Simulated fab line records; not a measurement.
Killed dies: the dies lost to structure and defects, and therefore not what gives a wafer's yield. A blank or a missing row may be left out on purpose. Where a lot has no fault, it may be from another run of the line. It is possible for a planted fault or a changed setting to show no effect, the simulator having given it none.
Check of tool commonality    flow gf180mcu    Lots sampled 13, wafers sampled 39

WHAT PROMPTED THE OPENING
2 of 13 lots carry a flag on the reading STI_OXIDATION_02_THK at GF_STI_THK_MEAS_30. No-fault wafers: 10.01 nm, standard deviation 0.15.
Rule: a lot is flagged when every wafer of it that has a number lies more than 4 standard deviations from that mean, or none has a number. The other lots count as sound.

lot   measured     on             STI_OXIDATION_02_THK (nm), wafer by wafer  flag
L674  day 2 07:11  film_metro-02  9.57 9.88 9.96                             
L675  day 2 14:16  film_metro-01  9.91 9.83 9.74                             
L680  day 3 15:52  film_metro-02  10.01 10.06 10.02                          
L681  day 3 20:25  film_metro-03  7.32 7.14 7.32                             FLAGGED
L685  day 4 15:50  film_metro-01  7.19 7.35 7.16                             FLAGGED
L687  day 5 01:55  film_metro-02  10.01 10.34 9.96                           
L688  day 5 08:31  film_metro-03  10.28 10.33 10.40                          
L690  day 5 17:11  film_metro-02  9.96 9.92 9.95                             
L691  day 6 02:47  film_metro-02  10.15 10.23 10.02                          
L692  day 6 04:13  film_metro-01  9.84 9.78 10.06                            
L695  day 6 19:56  film_metro-03  10.11 10.11 9.94                           
L696  day 7 01:26  film_metro-03  9.77 9.94 9.99                             
L697  day 7 06:03  film_metro-02  9.87 9.81 9.87                             
The mean of the flagged lots' numbers is 7.25 nm, -2.76 nm from the usual (-18 standard deviations).

WHICH TOOL EACH LOT WENT THROUGH
2 process steps preceding the reading are held in the record, out of 602 steps in the route. In each cell: the tool, then ch and the chambers that the sampled wafers went through, then the start.
lot   flag     GF_STI_CMP_25                 GF_STI_OXIDATION_29
L674           cmp-02 ch 0,3, day 2 04:51    furnace-02 ch 0, day 2 05:47
L675           cmp-02 ch 0,1,3, day 2 11:34  furnace-02 ch 0, day 2 12:52
L680           cmp-01 ch 0,1,3, day 3 13:35  furnace-02 ch 0, day 3 14:28
L681  FLAGGED  cmp-02 ch 0,1,3, day 3 18:14  furnace-01 ch 0, day 3 19:01
L685  FLAGGED  cmp-02 ch 0,1,2, day 4 13:33  furnace-01 ch 0, day 4 14:26
L687           cmp-01 ch 0,1,3, day 4 23:08  furnace-02 ch 0, day 5 00:31
L688           cmp-02 ch 0,1,3, day 5 06:16  furnace-02 ch 0, day 5 07:07
L690           cmp-01 ch 0,1,3, day 5 14:53  furnace-02 ch 0, day 5 15:46
L691           cmp-01 ch 0,2,3, day 6 00:32  furnace-02 ch 0, day 6 01:23
L692           cmp-01 ch 0,3, day 6 01:44    furnace-02 ch 0, day 6 02:47
L695           cmp-02 ch 0,1,3, day 6 17:30  furnace-02 ch 0, day 6 18:32
L696           cmp-01 ch 0,2, day 6 22:22    furnace-01 ch 0, day 7 00:02
L697           cmp-01 ch 2,3, day 7 03:47    furnace-02 ch 0, day 7 04:38
What is done by these steps:
- GF_STI_CMP_25: polishes, stops on Si3N4, t overpolish 33 s, target thk 524.6 nm.
- GF_STI_OXIDATION_29: stabilise 600 s, purge 300 s, target thk 10 nm.
- GF_STI_THK_MEAS_30

FLAGGED OVER TOTAL, TOOL BY TOOL (the gauges that took the reading come last)
step                 tool           lots run  flagged  share of the flagged lots  sound lots run after its first flagged lot
GF_STI_CMP_25        cmp-01         7         0        none                       -
GF_STI_CMP_25        cmp-02         6         2        all                        2 (L688,L695)
GF_STI_OXIDATION_29  furnace-01     3         2        all                        1 (L696)
GF_STI_OXIDATION_29  furnace-02     10        0        none                       -
GF_STI_THK_MEAS_30   film_metro-01  3         1        some                       1 (L692)
GF_STI_THK_MEAS_30   film_metro-02  6         0        none                       -
GF_STI_THK_MEAS_30   film_metro-03  4         1        some                       3 (L688,L695,L696)

THE TABLE: WHAT IT ALLOWS
Rows of the table that ran all the flagged lots, 2 in number: cmp-02 at GF_STI_CMP_25; furnace-01 at GF_STI_OXIDATION_29.
- cmp-02 at GF_STI_CMP_25: 2 of its 6 lots flagged. After the first flagged lot (L688, L695), sound lots still ran on it; a lasting fault on the whole tool would not permit that.
- furnace-01 at GF_STI_OXIDATION_29: 2 of its 3 lots flagged. After the first flagged lot (L696), sound lots still ran on it; a lasting fault on the whole tool would not permit that.
None of the table's rows ran every flagged lot and, after the first, no sound lot.

WHAT THE SIMULATOR HAD PUT IN
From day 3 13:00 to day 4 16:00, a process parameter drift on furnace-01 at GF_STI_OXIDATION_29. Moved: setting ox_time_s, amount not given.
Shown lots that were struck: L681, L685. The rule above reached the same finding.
